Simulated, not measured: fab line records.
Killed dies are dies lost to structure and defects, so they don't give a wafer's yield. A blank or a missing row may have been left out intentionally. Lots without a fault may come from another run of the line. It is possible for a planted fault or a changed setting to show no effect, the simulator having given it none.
fab line records	flow sky130
record: lots: 13	wafers: 39	last_day: 49
route steps=708 shown POLY_GATE@229 LDD_P@261 LDD_HVN@274 PAD_OPEN@708
lots with no fault: from the same line, run without faults
start_h: hours from the record's first day to the start of the lot's first wafer shown	wait_h: time in hours since the lot's previous step	" same as the row above	L1.1+2: a row that stands for several wafers	- no value present, or no start provided	* or withheld: withheld	< > ~ a bound
route shown NAME@n: names a module that has steps shown in the file, with the first one's number in the route	usual: mean and standard deviation over wafers with no fault	same: alike in all rows	chamber/n: place in a boat	sites: the reading at each site	_std_site: standard deviation of those values	_edge_site: the outer-site mean with the inner-site mean subtracted	radius_mm: how far each site lies from the wafer's centre	mask NAME#n: copy n	behind: the last tool/chamber to shape the wafer	hold: the reason the lot was held/the length of the hold in hours/how it ended	device: the transistor (n, p or np) that didn't switch	end of line: the route-end tests of the same wafers	a step with no rows: only its recipe	killed: dies lost to structure and defects at the first sort, not the wafer's yield	map: the dies of a wafer, with x for killed, . for not killed, _ for no die there
set.NAME: the run value of the setting; set.NAME@STEP: its run value at that earlier step	model.NAME: the simulator's own value behind a step, which no gauge read
a sample of lots followed through the steps of the route, with each step as a table and each wafer as a row
services: from which hour (start_h, from the record's first day; less than 0 if before it) a tool's chamber was out of use, for how many hours, and why
== steps ==
step: SKY_POLY_GATE_ETCH_15
recipe: chemistry: N2/H2	target: BARC	ion_energy_ev: 200	source_w: 500	bias_w: 100	pressure_mtorr: 30	n2_flow_sccm: 100	h2_flow_sccm: 200	stop_on: SiO2	time_s: 118.5	target_depth_a: 1100
usual: drypump_motor_current_A: 5.7/0.41	oes_product_au: 0.715/0.0046	throttle_valve_pct: 13.212/0.0093
lot.wafer	tool	chamber	start_h	wait_h	drypump_motor_current_A	oes_product_au	rf_hours_counter_h	throttle_valve_pct
L392.2	rie_diel-03	2	379.78	0.0	5.5	0.715	41	13.211
L392.3	"	3	"	"	5.6	0.710	30	13.216
L392.5	"	3	"	"	5.5	0.713	-	13.217
L393.2	rie_diel-04	2	393.15	0.0	5.5	0.714	80	13.222
L393.3	"	1	"	"	5.4	0.708	46	13.212
L393.4	"	0	"	"	4.9	0.725	104	13.225
L395.2	rie_diel-04	2	401.63	0.0	5.5	0.714	80	13.220
L395.5	"	3	"	"	6.3	0.712	-	13.203
L395.6	"	2	"	"	5.5	0.712	-	13.193
L396.4	rie_diel-02	3	410.50	0.0	5.8	0.722	11	13.215
L396.5	"	3	"	"	5.9	0.722	-	13.215
L396.6	"	2	"	"	5.2	0.711	-	13.224
L397.1	rie_diel-02	0	419.78	0.0	5.5	0.714	61	13.222
L397.2	"	3	"	"	5.8	0.719	11	13.210
L397.3	"	2	"	"	5.3	0.711	52	13.212
L401.3	rie_diel-03	1	471.79	0.0	6.3	0.721	53	13.218
L401.4	"	0	"	"	5.4	0.721	12	13.208
L401.5	"	1	"	"	6.3	0.726	-	13.216
L403.2	rie_diel-02	2	477.79	0.0	5.2	0.717	53	13.222
L403.4	"	1	"	"	6.2	0.720	48	13.201
L403.6	"	3	"	"	5.9	0.707	-	13.203
L402.2	rie_diel-04	1	478.77	0.0	5.4	0.716	48	13.212
L402.4	"	3	"	"	6.3	0.713	25	13.223
L402.5	"	0	"	"	4.9	0.719	-	13.204
L409.1	rie_diel-03	0	525.58	0.0	5.4	0.711	13	13.218
L409.2	"	1	"	"	6.3	0.720	55	13.219
L409.4	"	2	"	"	5.5	0.715	44	13.201
L410.1	rie_diel-03	2	529.02	0.0	5.4	0.702	44	13.218
L410.5	"	3	"	"	5.5	0.721	-	13.218
L410.6	"	0	"	"	5.5	0.719	-	13.201
L411.1	rie_diel-03	0	535.63	0.0	5.4	0.710	14	13.212
L411.3	"	2	"	"	5.5	0.706	45	13.191
L411.5	"	1	"	"	6.3	0.712	-	13.219
L412.1	rie_diel-04	2	547.53	0.0	5.5	0.718	83	13.215
L412.4	"	1	"	"	5.4	0.710	49	13.204
L412.5	"	1	"	"	5.4	0.715	-	13.211
L413.2	rie_diel-04	2	548.97	0.0	5.5	0.712	83	13.199
L413.3	"	1	"	"	5.4	0.712	49	13.203
L413.6	"	1	"	"	5.4	0.708	-	13.204
step: SKY_LDD_P_DEVELOP_06
recipe: resist: NOVOLAK	developer: TMAH	develop_time_s: 60	dev_temp_c: 23
lot.wafer	tool	chamber	start_h	wait_h
L392.2+3+5	litho_track-01	0	446.35	0.1
L393.2+3+4	litho_track-03	0	459.46	0.1
L395.2+5+6	litho_track-03	0	471.81	0.1
L396.4+5+6	litho_track-01	0	479.95	0.1
L397.1+2+3	litho_track-01	0	486.98	0.1
L401.3+4+5	litho_track-01	0	536.38	0.1
L403.2+4+6	litho_track-01	0	541.65	0.1
L402.2+4+5	litho_track-03	0	542.06	0.1
L409.1+2+4	litho_track-04	0	587.62	0.1
L410.1+5+6	litho_track-03	0	590.34	0.1
L411.1+3+5	litho_track-03	0	597.14	0.1
L412.1+4+5	litho_track-01	0	609.33	0.1
L413.2+3+6	litho_track-04	0	610.85	0.1
step: SKY_LDD_P_CD_MEAS_07
recipe: target_cd_nm: 380
usual: cd_nm: 381.1/2.9
lot.wafer	tool	chamber	start_h	wait_h	cd_nm
L392.2	cd_sem-01	-	446.50	0.1	387.5
L392.3	"	-	"	"	385.7
L392.5	"	-	"	"	386.0
L393.2	cd_sem-02	-	459.61	0.1	379.5
L393.3	"	-	"	"	380.9
L393.4	"	-	"	"	380.1
L395.2	cd_sem-02	-	471.96	0.1	380.5
L395.5	"	-	"	"	381.1
L395.6	"	-	"	"	381.1
L396.4	cd_sem-01	-	480.09	0.1	381.3
L396.5	"	-	"	"	383.5
L396.6	"	-	"	"	383.5
L397.1	cd_sem-02	-	487.13	0.1	380.4
L397.2	"	-	"	"	383.0
L397.3	"	-	"	"	384.1
L401.3	cd_sem-01	-	536.52	0.1	253.5
L401.4	"	-	"	"	254.3
L401.5	"	-	"	"	252.5
L403.2	cd_sem-02	-	541.80	0.1	252.8
L403.4	"	-	"	"	253.6
L403.6	"	-	"	"	254.3
L402.2	cd_sem-01	-	542.21	0.1	380.4
L402.4	"	-	"	"	381.8
L402.5	"	-	"	"	381.6
L409.1	cd_sem-02	-	587.77	0.1	382.8
L409.2	"	-	"	"	380.4
L409.4	"	-	"	"	384.4
L410.1	cd_sem-01	-	590.49	0.1	375.9
L410.5	"	-	"	"	375.5
L410.6	"	-	"	"	375.3
L411.1	cd_sem-02	-	597.29	0.1	385.5
L411.3	"	-	"	"	385.6
L411.5	"	-	"	"	385.4
L412.1	cd_sem-02	-	609.48	0.1	377.7
L412.4	"	-	"	"	377.2
L412.5	"	-	"	"	377.1
L413.2	cd_sem-02	-	610.99	0.1	377.4
L413.3	"	-	"	"	379.9
L413.6	"	-	"	"	379.1
step: SKY_LDD_P_OVL_MEAS_08
usual: LDD_P_OVL: -0.2/1.6
lot.wafer	tool	chamber	start_h	wait_h	LDD_P_OVL[nm]
L392.2	overlay-02	-	446.60	0.1	0.0
L392.3	"	-	"	"	1.1
L392.5	"	-	"	"	-0.1
L393.2	overlay-01	-	459.71	0.1	-1.5
L393.3	"	-	"	"	-0.8
L393.4	"	-	"	"	-2.4
L395.2	overlay-02	-	472.06	0.1	-0.1
L395.5	"	-	"	"	1.1
L395.6	"	-	"	"	2.0
L396.4	overlay-02	-	480.16	0.1	2.2
L396.5	"	-	"	"	3.6
L396.6	"	-	"	"	0.7
L397.1	overlay-02	-	487.25	0.1	1.5
L397.2	"	-	"	"	-2.0
L397.3	"	-	"	"	-1.5
L401.3	overlay-02	-	536.61	0.1	0.2
L401.4	"	-	"	"	1.8
L401.5	"	-	"	"	0.4
L403.2	overlay-02	-	541.90	0.1	0.9
L403.4	"	-	"	"	2.0
L403.6	"	-	"	"	2.3
L402.2	overlay-02	-	542.31	0.1	-1.2
L402.4	"	-	"	"	-0.3
L402.5	"	-	"	"	-3.1
L409.1	overlay-01	-	587.89	0.1	0.5
L409.2	"	-	"	"	2.5
L409.4	"	-	"	"	1.1
L410.1	overlay-01	-	590.61	0.1	-2.0
L410.5	"	-	"	"	-2.6
L410.6	"	-	"	"	-1.5
L411.1	overlay-02	-	597.41	0.1	0.1
L411.3	"	-	"	"	1.1
L411.5	"	-	"	"	0.7
L412.1	overlay-02	-	609.60	0.1	0.2
L412.4	"	-	"	"	-0.3
L412.5	"	-	"	"	-0.9
L413.2	overlay-02	-	611.10	0.1	-0.5
L413.3	"	-	"	"	0.4
L413.6	"	-	"	"	0.6
step: SKY_LDD_HVN_OVL_MEAS_07
usual: LDD_HVN_OVL: 0.4/1.4
lot.wafer	tool	chamber	start_h	wait_h	LDD_HVN_OVL[nm]
L392.2	overlay-01	-	476.63	0.1	0.0
L392.3	"	-	"	"	-0.6
L392.5	"	-	"	"	-0.3
L393.2	overlay-01	-	490.49	0.1	0.0
L393.3	"	-	"	"	0.2
L393.4	"	-	"	"	-0.2
L395.2	overlay-02	-	502.53	0.1	-1.9
L395.5	"	-	"	"	-0.1
L395.6	"	-	"	"	0.9
L396.4	overlay-01	-	510.55	0.1	1.8
L396.5	"	-	"	"	3.3
L396.6	"	-	"	"	1.9
L397.1	overlay-02	-	517.99	0.1	-0.1
L397.2	"	-	"	"	0.5
L397.3	"	-	"	"	0.5
L401.3	overlay-02	-	566.10	0.1	-0.3
L401.4	"	-	"	"	0.6
L401.5	"	-	"	"	-0.1
L403.2	overlay-01	-	572.12	0.1	-1.1
L403.4	"	-	"	"	-0.1
L403.6	"	-	"	"	0.1
L402.2	overlay-01	-	572.72	0.1	0.8
L402.4	"	-	"	"	0.2
L402.5	"	-	"	"	0.7
L409.1	overlay-02	-	616.71	0.1	3.1
L409.2	"	-	"	"	4.3
L409.4	"	-	"	"	1.6
L410.1	overlay-02	-	620.16	0.1	-1.4
L410.5	"	-	"	"	-0.1
L410.6	"	-	"	"	0.0
L411.1	overlay-01	-	626.53	0.1	0.2
L411.3	"	-	"	"	1.0
L411.5	"	-	"	"	1.3
L412.1	overlay-02	-	638.81	0.1	-0.2
L412.4	"	-	"	"	-1.6
L412.5	"	-	"	"	0.0
L413.2	overlay-02	-	639.74	0.1	2.4
L413.3	"	-	"	"	3.3
L413.6	"	-	"	"	1.9
step: SKY_PAD_OPEN_PROBE_99
usual: killed_at_M0_to_M3: 43/7.3	killed_at_M4_up: 3.2/1.8	killed_at_contacts: 24/5.8	killed_at_front_end: 16/4.5	killed_at_other: 0.3/0.53	killed_dies: 87/9.9	killed_open: 48/6.8	killed_short: 39/6.9
same: gross_dies: 492	killed_at_back_side: 0
lot.wafer	tool	chamber	start_h	wait_h	killed_at_M0_to_M3	killed_at_M4_up	killed_at_contacts	killed_at_front_end	killed_at_other	killed_dies	killed_open	killed_short
L392.2	prober-02	-	1079.49	0.1	45	8	32	14	2	101	48	53
L392.3	prober-02	-	1079.54	0.2	38	7	31	17	0	93	52	41
L392.5	prober-02	-	1079.64	0.2	65	6	30	13	0	114	67	47
L393.2	prober-01	-	1092.94	0.1	28	4	17	19	1	69	36	33
L393.3	prober-01	-	1092.99	0.2	43	2	16	16	1	78	50	28
L393.4	prober-01	-	1093.04	0.2	50	1	12	17	0	80	49	31
L396.4	prober-01	-	1099.93	0.2	42	3	26	17	0	88	50	38
L396.5	prober-01	-	1099.98	0.2	41	4	31	7	2	85	43	42
L396.6	prober-01	-	1100.03	0.2	47	0	31	9	0	87	53	34
L395.2	prober-02	-	1100.86	0.1	43	5	19	21	0	88	47	41
L395.5	prober-02	-	1101.01	0.2	43	0	24	20	0	87	50	37
L395.6	prober-02	-	1101.06	0.2	47	3	25	20	0	95	51	44
L397.1	prober-01	-	1109.19	0.1	39	2	14	20	0	75	43	32
L397.2	prober-01	-	1109.24	0.1	41	4	23	25	1	94	54	40
L397.3	prober-01	-	1109.29	0.2	42	4	24	19	0	89	43	46
L401.3	prober-01	-	1138.99	0.2	44	2	33	13	0	92	58	34
L401.4	prober-01	-	1139.04	0.2	71	4	19	16	0	110	56	54
L401.5	prober-01	-	1139.09	0.2	53	4	23	17	1	98	43	55
L403.2	prober-02	-	1142.93	0.1	47	2	32	11	0	92	52	40
L403.4	prober-02	-	1143.03	0.2	47	5	20	19	0	91	44	47
L403.6	prober-02	-	1143.13	0.2	52	3	23	17	0	95	60	35
L402.2	prober-01	-	1144.94	0.1	40	3	21	14	0	78	42	36
L402.4	prober-01	-	1145.04	0.2	38	1	33	18	0	90	54	36
L402.5	prober-01	-	1145.09	0.2	36	4	16	19	1	76	45	31
L409.1	prober-01	-	1173.23	0.1	34	9	26	23	1	93	46	47
L409.2	prober-01	-	1173.28	0.1	52	1	16	27	0	96	48	48
L409.4	prober-01	-	1173.38	0.2	45	4	29	17	0	95	52	43
L410.1	prober-02	-	1174.73	0.1	44	3	24	20	1	92	60	32
L410.5	prober-02	-	1174.93	0.2	41	3	23	14	0	81	46	35
L410.6	prober-02	-	1174.98	0.2	42	5	24	15	0	86	45	41
L411.1	prober-01	-	1177.06	0.1	39	1	25	8	0	73	44	29
L411.3	prober-01	-	1177.16	0.2	39	2	22	7	0	70	42	28
L411.5	prober-01	-	1177.26	0.2	34	5	27	19	0	85	50	35
L412.1	prober-02	-	1184.49	0.1	38	5	31	16	0	90	43	47
L412.4	prober-02	-	1184.64	0.2	39	9	30	17	1	96	49	47
L412.5	prober-02	-	1184.69	0.2	46	3	35	15	0	99	63	36
L413.2	prober-01	-	1184.88	0.1	45	4	26	13	0	88	53	35
L413.3	prober-01	-	1184.93	0.2	34	2	20	18	1	75	43	32
L413.6	prober-01	-	1185.08	0.2	46	4	27	6	1	84	37	47
killed by level:class
L392.2 CONTACT:geometric_particle:open=10 CONTACT:geometric_particle:short=9 METAL4:geometric_particle:short=8 METAL2:geometric_particle:short=7 VIA2:geometric_particle:open=7 VIA1:geometric_particle:open=6 LI_CONTACT:geometric_particle:open=6 LI_CONTACT:geometric_particle:short=5
L392.3 LI_CONTACT:geometric_particle:open=12 VIA2:geometric_particle:open=9 FIELD_ISO:geometric_particle:short=8 LI_CONTACT:geometric_particle:short=8 VIA1:geometric_particle:open=8 CONTACT:geometric_particle:open=6 VIA3:geometric_particle:open=6 METAL2:geometric_particle:short=4
L392.5 CONTACT:geometric_particle:open=12 VIA1:geometric_particle:short=11 LI_CONTACT:geometric_particle:open=10 VIA2:geometric_particle:open=10 VIA1:geometric_particle:open=10 METAL2:geometric_particle:short=8 METAL1:geometric_particle:short=6 VIA3:geometric_particle:open=6
L393.2 VIA3:geometric_particle:open=9 CONTACT:geometric_particle:open=8 VIA1:geometric_particle:open=8 POLY_GATE:geometric_particle:short=7 CONTACT:geometric_particle:short=6 POLY_GATE:geometric_particle:open=4 METAL4:geometric_particle:short=4 VIA3:geometric_particle:short=3
L393.3 VIA3:geometric_particle:open=11 CONTACT:geometric_particle:open=10 VIA1:geometric_particle:open=10 POLY_GATE:geometric_particle:open=5 METAL1:geometric_particle:short=5 POLY_GATE:geometric_particle:short=4 VIA1:geometric_particle:short=4 VIA3:geometric_particle:short=3
L393.4 VIA1:geometric_particle:open=12 VIA3:geometric_particle:open=10 METAL1:geometric_particle:short=7 VIA2:geometric_particle:open=7 LI_CONTACT:geometric_particle:open=6 FIELD_ISO:geometric_particle:short=5 POLY_GATE:geometric_particle:short=4 VIA1:geometric_particle:short=4
L396.4 VIA2:geometric_particle:open=10 CONTACT:geometric_particle:open=8 VIA1:geometric_particle:open=8 LI_CONTACT:geometric_particle:open=7 POLY_GATE:geometric_particle:short=5 VIA3:geometric_particle:open=5 CONTACT:geometric_particle:short=5 METAL2:geometric_particle:short=5
L396.5 CONTACT:geometric_particle:open=13 VIA1:geometric_particle:open=12 VIA1:geometric_particle:short=8 CONTACT:geometric_particle:short=6 LI_CONTACT:geometric_particle:open=5 METAL3:geometric_particle:short=5 LI_CONTACT:geometric_particle:short=4 VIA3:geometric_particle:open=4
L396.6 VIA1:geometric_particle:open=16 LI_CONTACT:geometric_particle:open=11 CONTACT:geometric_particle:open=9 METAL1:geometric_particle:short=8 VIA2:geometric_particle:open=7 VIA1:geometric_particle:short=6 LOCAL_INTERCONNECT:geometric_particle:short=5 CONTACT:geometric_particle:short=4
L395.2 VIA3:geometric_particle:open=9 CONTACT:geometric_particle:open=8 VIA1:geometric_particle:open=8 VIA2:geometric_particle:open=6 METAL1:geometric_particle:short=6 VIA1:geometric_particle:short=6 FIELD_ISO:geometric_particle:short=5 FIELD_ISO:geometric_particle:open=5
L395.5 LI_CONTACT:geometric_particle:open=13 FIELD_ISO:geometric_particle:short=7 VIA1:geometric_particle:short=7 VIA1:geometric_particle:open=7 FIELD_ISO:geometric_particle:open=6 METAL1:geometric_particle:short=6 METAL2:geometric_particle:short=6 VIA2:geometric_particle:open=5
L395.6 LOCAL_INTERCONNECT:geometric_particle:short=10 VIA2:geometric_particle:open=10 LI_CONTACT:geometric_particle:open=8 METAL1:geometric_particle:short=7 VIA1:geometric_particle:open=7 METAL2:geometric_particle:short=7 VIA3:geometric_particle:open=7 CONTACT:geometric_particle:open=5
L397.1 VIA1:geometric_particle:open=14 VIA3:geometric_particle:open=6 CONTACT:geometric_particle:open=5 FIELD_ISO:geometric_particle:short=4 POLY_GATE:geometric_particle:short=4 VIA3:geometric_particle:short=4 POLY_CUT:geometric_particle:short=3 POLY_GATE:geometric_particle:open=3
L397.2 CONTACT:geometric_particle:open=9 FIELD_ISO:geometric_particle:open=8 VIA1:geometric_particle:open=8 METAL1:geometric_particle:short=8 VIA2:geometric_particle:open=8 LI_CONTACT:geometric_particle:open=7 POLY_GATE:geometric_particle:short=5 FIELD_ISO:geometric_particle:short=4
L397.3 VIA1:geometric_particle:open=11 CONTACT:geometric_particle:open=10 VIA1:geometric_particle:short=7 LI_CONTACT:geometric_particle:open=5 METAL1:geometric_particle:short=5 VIA3:geometric_particle:open=5 FIELD_ISO:geometric_particle:short=4 POLY_GATE:geometric_particle:short=4
L401.3 VIA1:geometric_particle:open=13 LI_CONTACT:geometric_particle:open=11 METAL2:geometric_particle:short=7 CONTACT:geometric_particle:open=7 VIA2:geometric_particle:open=7 CONTACT:geometric_particle:short=6 POLY_GATE:geometric_particle:open=5 LI_CONTACT:geometric_particle:short=5
L401.4 VIA1:geometric_particle:open=18 VIA3:geometric_particle:open=11 METAL1:geometric_particle:short=10 CONTACT:geometric_particle:open=9 METAL2:geometric_particle:short=9 VIA2:geometric_particle:short=8 VIA2:geometric_particle:open=7 VIA1:geometric_particle:short=5
L401.5 LI_CONTACT:geometric_particle:open=13 METAL2:geometric_particle:short=10 VIA3:geometric_particle:open=8 POLY_GATE:geometric_particle:short=6 VIA2:geometric_particle:short=6 POLY_GATE:geometric_particle:open=5 METAL1:geometric_particle:short=5 VIA1:geometric_particle:open=5
L403.2 VIA1:geometric_particle:open=16 CONTACT:geometric_particle:open=11 LI_CONTACT:geometric_particle:open=9 METAL2:geometric_particle:short=6 VIA1:geometric_particle:short=5 CONTACT:geometric_particle:short=5 VIA2:geometric_particle:open=5 POLY_GATE:geometric_particle:open=4
L403.4 METAL2:geometric_particle:short=9 VIA3:geometric_particle:open=7 VIA2:geometric_particle:open=6 VIA1:geometric_particle:open=6 FIELD_ISO:geometric_particle:open=5 LI_CONTACT:geometric_particle:open=5 METAL1:geometric_particle:short=5 FIELD_ISO:geometric_particle:short=4
L403.6 VIA1:geometric_particle:open=14 CONTACT:geometric_particle:open=9 FIELD_ISO:geometric_particle:open=8 POLY_GATE:geometric_particle:open=6 LI_CONTACT:geometric_particle:open=6 METAL1:geometric_particle:short=6 METAL2:geometric_particle:short=6 VIA2:geometric_particle:open=6
L402.2 FIELD_ISO:geometric_particle:open=7 LI_CONTACT:geometric_particle:open=7 CONTACT:geometric_particle:open=6 VIA1:geometric_particle:open=6 VIA1:geometric_particle:short=6 VIA2:geometric_particle:open=6 VIA3:geometric_particle:open=6 METAL1:geometric_particle:short=4
L402.4 LI_CONTACT:geometric_particle:open=13 VIA1:geometric_particle:open=13 CONTACT:geometric_particle:open=9 METAL1:geometric_particle:short=7 FIELD_ISO:geometric_particle:open=5 LOCAL_INTERCONNECT:geometric_particle:short=4 VIA2:geometric_particle:short=4 POLY_GATE:geometric_particle:open=3
L402.5 VIA1:geometric_particle:open=8 POLY_GATE:geometric_particle:open=7 VIA3:geometric_particle:open=7 CONTACT:geometric_particle:open=6 METAL1:geometric_particle:short=4 VIA3:geometric_particle:short=4 FIELD_ISO:geometric_particle:open=3 POLY_GATE:geometric_particle:short=3
L409.1 CONTACT:geometric_particle:open=11 VIA1:geometric_particle:open=11 FIELD_ISO:geometric_particle:short=8 METAL2:geometric_particle:short=7 FIELD_ISO:geometric_particle:open=6 POLY_GATE:geometric_particle:short=5 LI_CONTACT:geometric_particle:open=5 METAL4:geometric_particle:short=5
L409.2 VIA3:geometric_particle:open=10 CONTACT:geometric_particle:open=9 FIELD_ISO:geometric_particle:short=8 VIA1:geometric_particle:open=8 METAL1:geometric_particle:short=8 FIELD_ISO:geometric_particle:open=5 POLY_GATE:geometric_particle:short=5 METAL2:geometric_particle:short=5
L409.4 CONTACT:geometric_particle:open=11 VIA1:geometric_particle:open=10 LI_CONTACT:geometric_particle:open=8 METAL2:geometric_particle:short=8 VIA2:geometric_particle:open=7 POLY_GATE:geometric_particle:open=6 METAL1:geometric_particle:short=5 METAL3:geometric_particle:short=5
L410.1 VIA1:geometric_particle:open=15 CONTACT:geometric_particle:open=11 VIA2:geometric_particle:open=7 FIELD_ISO:geometric_particle:open=5 METAL2:geometric_particle:short=5 FIELD_ISO:geometric_particle:short=4 POLY_GATE:geometric_particle:open=4 LOCAL_INTERCONNECT:geometric_particle:short=4
L410.5 METAL2:geometric_particle:short=10 CONTACT:geometric_particle:open=9 VIA1:geometric_particle:open=9 POLY_GATE:geometric_particle:open=6 METAL2:geometric_particle:open=6 VIA2:geometric_particle:open=5 LI_CONTACT:geometric_particle:open=4 LOCAL_INTERCONNECT:geometric_particle:short=4
L410.6 CONTACT:geometric_particle:open=10 VIA1:geometric_particle:short=7 VIA1:geometric_particle:open=7 VIA3:geometric_particle:open=7 FIELD_ISO:geometric_particle:open=6 CONTACT:geometric_particle:short=6 METAL1:geometric_particle:short=6 LI_CONTACT:geometric_particle:open=5
L411.1 VIA3:geometric_particle:open=12 VIA2:geometric_particle:open=10 LI_CONTACT:geometric_particle:open=8 LOCAL_INTERCONNECT:geometric_particle:short=8 CONTACT:geometric_particle:open=6 METAL1:geometric_particle:short=6 METAL2:geometric_particle:short=4 FIELD_ISO:geometric_particle:open=3
L411.3 CONTACT:geometric_particle:open=11 VIA1:geometric_particle:open=8 VIA2:geometric_particle:open=7 VIA3:geometric_particle:open=5 FIELD_ISO:geometric_particle:short=4 METAL1:geometric_particle:short=4 LI_CONTACT:geometric_particle:open=3 VIA2:geometric_particle:short=3
L411.5 VIA2:geometric_particle:open=9 LOCAL_INTERCONNECT:geometric_particle:short=8 CONTACT:geometric_particle:open=8 VIA3:geometric_particle:open=7 POLY_GATE:geometric_particle:open=6 LI_CONTACT:geometric_particle:open=6 SPACER:geometric_particle:open=4 CONTACT:geometric_particle:short=4
L412.1 CONTACT:geometric_particle:short=9 LI_CONTACT:geometric_particle:open=8 VIA1:geometric_particle:open=8 FIELD_ISO:geometric_particle:open=7 FIELD_ISO:geometric_particle:short=7 VIA2:geometric_particle:open=7 METAL4:geometric_particle:short=5 METAL1:geometric_particle:short=5
L412.4 CONTACT:geometric_particle:open=12 VIA1:geometric_particle:open=10 FIELD_ISO:geometric_particle:short=7 LI_CONTACT:geometric_particle:open=7 METAL4:geometric_particle:short=7 FIELD_ISO:geometric_particle:open=6 LOCAL_INTERCONNECT:geometric_particle:short=6 VIA2:geometric_particle:open=5
L412.5 CONTACT:geometric_particle:open=16 VIA2:geometric_particle:open=13 VIA3:geometric_particle:open=9 POLY_GATE:geometric_particle:open=6 LI_CONTACT:geometric_particle:open=6 LOCAL_INTERCONNECT:geometric_particle:short=6 VIA1:geometric_particle:open=5 FIELD_ISO:geometric_particle:open=4
L413.2 VIA3:geometric_particle:open=13 VIA1:geometric_particle:open=12 CONTACT:geometric_particle:open=9 LI_CONTACT:geometric_particle:open=6 CONTACT:geometric_particle:short=6 FIELD_ISO:geometric_particle:short=5 METAL1:geometric_particle:short=5 POLY_GATE:geometric_particle:open=5
L413.3 VIA1:geometric_particle:open=8 CONTACT:geometric_particle:open=7 FIELD_ISO:geometric_particle:open=6 LI_CONTACT:geometric_particle:open=6 METAL2:geometric_particle:short=5 VIA3:geometric_particle:open=4 POLY_GATE:geometric_particle:short=4 VIA1:geometric_particle:short=4
L413.6 VIA1:geometric_particle:short=10 VIA1:geometric_particle:open=9 CONTACT:geometric_particle:open=8 CONTACT:geometric_particle:short=7 LI_CONTACT:geometric_particle:open=6 METAL2:geometric_particle:short=6 VIA2:geometric_particle:short=6 METAL1:geometric_particle:short=5
== services ==
tool	chamber	start_h	hours	kind
rie_diel-04	0	357.67	11.8	repair
rie_diel-03	-	380.21	1.0	repair
rie_diel-02	-	396.89	4.3	pm
rie_diel-04	0	405.32	5.9	repair
rie_diel-04	0	423.88	-	clean
rie_diel-04	0	423.88	18.5	scheduled_down
rie_diel-04	0	423.88	18.5	vent_cycle
rie_diel-03	1	439.85	4.6	repair
rie_diel-02	-	454.68	1.3	repair
rie_diel-02	-	473.16	3.8	repair
rie_diel-03	0	475.88	3.0	repair
rie_diel-04	2	551.13	-	clean
rie_diel-04	2	551.13	23.7	scheduled_down
rie_diel-04	2	551.13	23.7	vent_cycle
rie_diel-02	3	560.85	4.4	repair
rie_diel-02	-	594.88	0.3	repair
rie_diel-02	3	601.81	1.4	repair
rie_diel-04	-	607.47	0.2	repair
== key ==
first_sign: step: SKY_LDD_P_CD_MEAS_07	reading: cd_nm	direction: down	sigmas: 45	usual: 381.1	struck: 253.5
effect none on later readings
met_at SKY_LDD_P_DEVELOP_06
struck_lots L401,L403
tester_left_out L401,L403
not_acting_at SKY_POLY_GATE_ETCH_15,SKY_LDD_P_OVL_MEAS_08,SKY_LDD_HVN_OVL_MEAS_07
onset_between 486.98 536.38
fault: kind: process_parameter_drift	tool: litho_track-01	chamber: -	onset_h: 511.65	steps: SKY_LDD_P_DEVELOP_06	channel: develop_time_s	offset: *	shape: step	end_h: 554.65	acts_in: *	stated: *
tester_left_out: of these lots the tester's yield and bins aren't shown, on N5 and GAA mostly nor the transistor test; their killed dies are dies lost to structure and defects alone, not to doping, threshold or leakage, so they don't give the yield
